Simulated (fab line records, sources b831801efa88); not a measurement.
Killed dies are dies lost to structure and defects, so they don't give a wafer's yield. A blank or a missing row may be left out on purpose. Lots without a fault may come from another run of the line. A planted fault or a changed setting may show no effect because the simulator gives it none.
A struck lot beside a sound one | flow sky130 | 14 steps out of a route of 708
Sound: wafers L370.1, L370.3, L370.6. Struck: wafers L379.2, L379.4, L379.6. The cause comes at the end.
At each step with rows: each side's tool, then ch and its chambers, then its first start. Under that, the readings that differ: sound wafers | struck wafers | difference of the means | sigmas: that difference in standard deviations of wafers without a fault.
alike: readings whose means differ by less than 2 such deviations, and words and numbers that are the same on both sides. not compared: withheld readings, readings that some wafer has no value for, bounds like >300 that may hide the same value, and numbers for which the record gives no deviation and whose values overlap.
The two part at a step that has a row with sigmas, a row that says differs or no value, or rows on one side only. Numbers that don't overlap but have no deviation are shown without sigmas and don't part them. A reading that every wafer of one side lacks parts them only if that side has two wafers or more.

first, 1 step without rows for these wafers: SKY_POLY_GATE_IMPLANT_02.
SKY_RES_PROTECT_STRIP_07: strips in O2/N2.
  sound on plasma_asher-01 ch 0,1, day 18 16:41; struck on plasma_asher-01 ch 0,1, day 21 11:20
  alike: drypump_motor_current_A, oes_product_au, strip_time_to_endpoint_s
  not compared: rf_hours_counter_h
SKY_RES_PROTECT_TW_MEAS_08:
  sound on film_metro-04, day 18 16:47; struck on film_metro-04, day 21 11:26
  alike: POLY_GATE_TW
then, 2 steps without rows for these wafers: SKY_RES_PROTECT_CLEAN_09 (cleans in SC1/SC2, time 150 s); SKY_POLY_GATE_CVD_03 (deposits Si3N4 from DCS/NH3, target thk 75 nm, time 1290 s).
SKY_POLY_GATE_THK_MEAS_04:
  sound on film_metro-02, day 18 22:46; struck on film_metro-04, day 21 12:55
  alike: POLY_GATE_CVD_03_THK
then, 6 steps without rows for these wafers: SKY_POLY_GATE_DEHYDRATE_05 (time 60 s); SKY_POLY_GATE_HMDS_06 (prime time 60 s); SKY_POLY_GATE_COAT_07 (resist thk 110 nm); SKY_POLY_GATE_COAT_08 (resist thk 450 nm); SKY_POLY_GATE_SOFTBAKE_09 (time 90 s); SKY_POLY_GATE_EXPOSE_10 (exposes mask P1M, target cd 150 nm).
SKY_POLY_GATE_PEB_11:
  sound on litho_track-04 ch 0, day 20 05:00; struck on litho_track-04, day 22 18:00
  reading         | sound          | struck | difference                    | sigmas
  exhaust_pa (Pa) | 44.1 43.6 43.9 | - - -  | no value on the struck wafers |
  not compared: chill_plate_temp_C
then, 1 step without rows for these wafers: SKY_POLY_GATE_DEVELOP_12 (develop time 60 s).

WHERE THEY PART
Only at SKY_POLY_GATE_PEB_11, within this record.

WHY: what the simulator had put in
Skipped step whole: litho_track-04, from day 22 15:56 on, at SKY_POLY_GATE_PEB_11. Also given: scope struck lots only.
